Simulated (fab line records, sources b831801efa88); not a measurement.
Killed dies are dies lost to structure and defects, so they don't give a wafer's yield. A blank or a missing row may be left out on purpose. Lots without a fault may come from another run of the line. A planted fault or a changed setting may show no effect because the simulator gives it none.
Chamber matching | flow gf180mcu | GF_V4_CMP_26 on cmp-01: 4 sister chambers
The step polishes, stops on SiO2, t overpolish 15 s, target thk 0 nm. 8 wafers are shown with their chamber, then 9 later ones without.

WAFERS WITH THEIR CHAMBER
wafer  | chamber | motor_current_A (A) | time_to_endpoint_s (s)
L346.5 | 1       | 12.9                | 83
L348.2 | 2       | 10.9                | 89
L349.1 | 1       | 13.5                | 88
L349.4 | 3       | 11.5                | 96
L349.5 | 0       | 12.4                | 96
L353.1 | 2       | 10.7                | 88
L353.3 | 3       | 11.4                | 92
L353.4 | 0       | 12.4                | 91

WAFERS WITHOUT THEIR CHAMBER
wafer  | motor_current_A (A) | time_to_endpoint_s (s)
L356.1 | 10.6                | 89
L356.2 | 11.7                | 90
L356.3 | 12.7                | 91
L362.2 | 12.3                | 82
L362.4 | 12.4                | 88
L362.6 | 12.3                | 87
L365.2 | 11.0                | 87
L365.3 | 12.6                | 87
L365.6 | 12.1                | 81

WHICH CHAMBER EACH WENT THROUGH
wafer  | from the rows above               | in truth
L356.1 | 2                                 | 2
L356.2 | can't be placed: 3 or 0           | 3
L356.3 | can't be placed: 0 or 1           | 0
L362.2 | can't be placed: 0 or 1 or 3      | 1
L362.4 | can't be placed: 0 or 1           | 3
L362.6 | can't be placed: 0 or 1           | 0
L365.2 | 2                                 | 2
L365.3 | can't be placed: 0 or 1           | 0
L365.6 | can't be placed: 0 or 1 or 3 or 2 | 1
Placed correctly: 2 of 9. Can't be placed from these rows: 7 (the true chamber is among the candidates in 6). Placed wrongly: 0.
How it was worked out, from the rows above alone: a wafer's distance from a chamber is the root of the sum, over the readings, of the square of ((its reading less the chamber's mean) divided by the reading's scatter). The wafer belongs to the nearest chamber; if the next one is less than 2 further off, it can't be placed. A chamber's mean is the mean of its shown wafers. The scatter: the root of (the sum of the squares of (reading less its chamber's mean) over the shown wafers, divided by (wafers less chambers)).
